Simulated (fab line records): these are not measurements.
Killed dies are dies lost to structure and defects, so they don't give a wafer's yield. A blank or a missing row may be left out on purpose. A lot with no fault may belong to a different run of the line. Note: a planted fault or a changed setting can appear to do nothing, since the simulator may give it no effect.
Problem report, 8D (eight disciplines) form, completed by code + flow gf180mcu + the parts of the form that need people (team, actions taken, sign-off) are left out

1. WHAT IS WRONG
cathodeDcPowerW at GF_V5_SPUTTER_21 reads a mean of 2244.5 W on 6 wafers of 2 lots; wafers without a fault read 2499.9 W with a standard deviation of 0.43. That is -99 or more standard deviations from the usual mean.
The step: material Ti, target thk 15 nm, time 80.02 s.
First observed at day 29 18:14: wafer L488.1, on pvdSputter-01. The record has a number at this step for 35 wafers belonging to 12 lots. Rule for "out", or "out of limits": more than 4 standard deviations from the usual mean. All remaining wafers that have a number are taken as sound.

2. WHAT IT IS, AND WHAT IT ISN'T
| question                    | is                     | is not                                                                                                  |
|-----------------------------|------------------------|---------------------------------------------------------------------------------------------------------|
| which readings at this step | cathodeDcPowerW        | -                                                                                                       |
| which lots                  | L488, L492             | L482, L483, L484, L495, L496, L497, L498, L502, L503, L504                                              |
| which wafers of those lots  | all that have a number | -                                                                                                       |
| read on which tools         | pvdSputter-01          | pvdSputter-03, pvdSputter-04                                                                            |
| when                        | from day 29 18:14      | up to then (9 sound wafers); but 20 sound wafers of L495, L496, L497, L498, L502, L503, L504 came after |

3. SUSPECTS, AND WHAT RULES EACH OUT
Counting: a tool at a process step up to the reading stays a suspect if it ran every lot that is out and no sound lot after the first of them.
- rieMetal-03 at GF_M5_METAL_ETCH_10 (etches the open film in Cl2/BCl3, stops on SiO2, target depth 750.8 nm, time 125.1 s): ruled out as a lasting fault. Following L488 (day 28 21:16), the first lot on it that is out, the sound lots L496, L497, L503 were run on it.
- pvdSputter-01 at GF_V5_SPUTTER_21 (material Ti, target thk 15 nm, time 80.02 s): ruled out as a lasting fault. Following L488 (day 29 18:14), the first lot on it that is out, the sound lots L502 were run on it.
Left after counting: nothing in the record.

4. THE CAUSE (what the simulator had put in)
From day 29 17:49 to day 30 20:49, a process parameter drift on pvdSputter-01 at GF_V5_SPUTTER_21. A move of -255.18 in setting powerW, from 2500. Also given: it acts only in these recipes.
Counting ruled it out, wrongly.

5. THE EFFECT CHAIN, in route order
Rows list readings where the struck wafers' mean (over those with a number) sits beyond 3 standard deviations from the usual. Only readings whose record carries a usual standard deviation are examined. hours: median over the lots of the time between each lot's start at the first step of this table that gives one and its start at this step. sigmas: the change, counted in usual standard deviations.
| hours | step             | reading         | usual    | on struck wafers | change | sigmas      |
|-------|------------------|-----------------|----------|------------------|--------|-------------|
| 0     | GF_V5_SPUTTER_21 | cathodeDcPowerW | 2499.9 W | 2244.5           | -255.4 | -99 or more |
Its process steps:
- GF_V5_SPUTTER_21: material Ti, target thk 15 nm, time 80.02 s.

6. WHAT WOULD HAVE CAUGHT IT SOONER
In this record the first reading out of limits was taken at day 29 18:14, 0 hours after the fault began at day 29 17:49.
